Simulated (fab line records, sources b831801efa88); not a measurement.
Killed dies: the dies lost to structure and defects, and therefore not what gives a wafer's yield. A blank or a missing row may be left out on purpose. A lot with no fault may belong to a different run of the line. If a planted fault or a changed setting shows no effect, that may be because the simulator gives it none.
A lot that was struck, set against a sound lot | flow sky130 | 31 steps out of a route of 708
Sound: these wafers, L701.1, L701.5, L701.6. Struck: wafers L709.3, L709.4, L709.6. The cause is given at the end.
At each step with rows: each side's tool, then ch and its chambers, then its first start. Under that, the readings that differ: sound wafers | struck wafers | difference of the means | sigmas: that difference in standard deviations of wafers without a fault.
alike: a reading whose means differ by less than 2 such deviations, as well as words and numbers matching on both sides. not compared: withheld readings; readings where some wafer has no value; bounds like >300 that might hide an equal value; numbers whose values overlap and for which the record gives no deviation.
Wherever a step has rows on one side only, a row that says differs or no value, or a row with sigmas, the two part there. Numbers that have no deviation but don't overlap get no sigmas and don't part them. Lack of a reading on every wafer of one side parts them only where that side has two or more wafers.

first, 3 steps without rows for these wafers: SKY_VIA1_STRIP_17 (strips in post etch residue remover, time 1200 s); SKY_VIA1_CLEAN_18 (cleans in IPA, time 180 s); SKY_VIA1_CLEAN_19 (cleans in O3/DIW).
SKY_VIA1_SPUTTER_20: material TiN, target thk 20 nm, time 80 s.
  sound on pvd sputter-04 at day 35 21:14; struck on pvd sputter-03 at day 37 19:48
  alike: throttle valve pct
SKY_VIA1_CVD_21: deposits W, target thk 270 nm, time 80.902 s.
  sound on cvd w-02 ch 0,1, day 35 21:17; struck on cvd w-02 ch 0,1, day 37 19:54
  alike: heater power w
SKY_VIA1_RS_MEAS_22: uses a four-point probe to measure.
  sound on film metro-01 at day 35 21:23; struck on film metro-04 at day 37 20:00
  alike: VIA1_W_RS
SKY_VIA1_THK_MEAS_23: measures by xrf.
  sound on film metro-01 at day 35 21:30; struck on film metro-04 at day 37 20:06
  alike: VIA1_W_THK
then, 1 step without rows for these wafers: SKY_VIA1_CMP_24 (polishes, stops on SiO2, t overpolish 15 s, target thk 0 nm).
SKY_METAL2_SPUTTER_00: material Ti, target thk 15 nm, time 10 s.
  sound on pvd sputter-02 at day 35 21:52; struck on pvd sputter-02 at day 37 20:26
  alike: throttle valve pct
SKY_METAL2_SPUTTER_01: material TiN, target thk 20 nm, time 16.7 s.
  sound on pvd sputter-02 at day 35 21:53; struck on pvd sputter-02 at day 37 20:28
  alike: throttle valve pct
then, 2 steps without rows for these wafers: SKY_METAL2_SPUTTER_02 (material AlCu, target thk 250 nm, time 13.3 s); SKY_METAL2_SPUTTER_03 (material Ti, target thk 5 nm, time 3.3 s).
SKY_METAL2_SPUTTER_04: material TiN, target thk 70 nm, time 58.3 s.
  sound on pvd sputter-02 at day 35 21:57; struck on pvd sputter-02 at day 37 20:32
  reading                                    | sound             | struck          | difference | sigmas
  model.TiN_of_METAL2_SPUTTER_04.thk nm (nm) | 68.89 69.69 69.62 | 105.1 105.2 105 | +35.7      |
  alike: throttle valve pct
SKY_METAL2_RS_MEAS_05: uses a four-point probe to measure.
  sound on film metro-01 at day 35 22:00; struck on film metro-01 at day 38 00:01
  alike: METAL2_ALCU_RS
  not compared: hold
SKY_METAL2_THK_MEAS_06: measures by xrf.
  sound on film metro-01 at day 35 22:07; struck on film metro-01 at day 38 01:49
  reading              | sound       | struck      | difference | sigmas
  METAL2_ALCU_THK (nm) | 254 257 253 | 243 241 242 | -13        | -4
  not compared: hold
then, 7 steps without rows for these wafers: SKY_METAL2_HMDS_08 (prime time 60 s); SKY_METAL2_COAT_09 (resist thk 60 nm); SKY_METAL2_COAT_10 (resist thk 450 nm); SKY_METAL2_SOFTBAKE_11 (time 90 s); SKY_METAL2_EXPOSE_12 (exposes mask MM2, target cd 140 nm); SKY_METAL2_PEB_13; SKY_METAL2_DEVELOP_14 (develop time 60 s).
SKY_METAL2_CD_MEAS_15: target cd 140 nm.
  sound on cd sem-02 at day 37 00:27; struck on cd sem-01 at day 38 22:07
  alike: cd nm
SKY_METAL2_OVL_MEAS_16:
  sound on overlay-02 at day 37 00:34; struck on overlay-01 at day 38 22:12
  alike: METAL2_OVL
then, 1 step without rows for these wafers: SKY_METAL2_DESCUM_17 (chemistry O2, time 8 s).
SKY_METAL2_ETCH_18: etches BARC in N2/H2, stops on SiO2, time 45.9 s, target depth 60 nm.
  sound on rie metal-03 ch 0,1, day 37 00:38; struck on rie metal-02 ch 0,1, day 38 22:17
  alike: drypump motor current A, oes product au, throttle valve pct
  not compared: rf hours counter h
then, 2 steps without rows for these wafers: SKY_METAL2_METAL_ETCH_19 (etches the open film in Cl2/BCl3, stops on SiO2, target depth 360 nm, time 78 s); SKY_METAL2_STRIP_20 (strips in O2/N2).
SKY_METAL2_STRIP_21: strips in post etch residue remover, time 1200 s.
  sound on wet bench-03 ch 0, day 37 00:53; struck on wet bench-03 ch 1, day 38 22:31
  reading                                    | sound            | struck            | difference | sigmas
  model.TiN_of_METAL2_SPUTTER_04.thk nm (nm) | 68.47 69.27 69.2 | 104.7 104.8 104.6 | +35.7      |
  alike: bath heat duty pct, temp c
then, 1 step without rows for these wafers: SKY_METAL2_CLEAN_22 (cleans in IPA, time 180 s).
-- the record jumps here: 10 days lie between the struck wafers' starts before and after (it left off in module METAL2 and takes up again in module PAD_OPEN, whose first step shown is number 708 of the route) --
SKY_PAD_OPEN_PROBE_99:
  sound on prober-02 at day 47 08:10; struck on prober-02 at day 48 15:03
  reading                       | sound             | struck            | difference | sigmas
  model.etest.via2 chain.rc ohm | 9.537 9.475 10.55 | 10.88 10.63 10.83 | +0.93      |
  alike: defect limited yield, killed_at_M0_to_M3, killed_at_M4_up, killed at contacts, killed at front end, killed at other, killed dies, killed open, killed short, sort_bin_3_pad_short, sort_bin_5_function, sort_bin_6_memory, sort n pass, sort yield pct

## WHERE THEY PART
At SKY_METAL2_THK_MEAS_06 and nowhere else, as far as this record goes. Later steps at which nothing parts them and some readings are alike: SKY_METAL2_CD_MEAS_15, SKY_METAL2_OVL_MEAS_16, SKY_METAL2_ETCH_18, SKY_METAL2_STRIP_21, SKY_PAD_OPEN_PROBE_99.

WHY: what the simulator had put in
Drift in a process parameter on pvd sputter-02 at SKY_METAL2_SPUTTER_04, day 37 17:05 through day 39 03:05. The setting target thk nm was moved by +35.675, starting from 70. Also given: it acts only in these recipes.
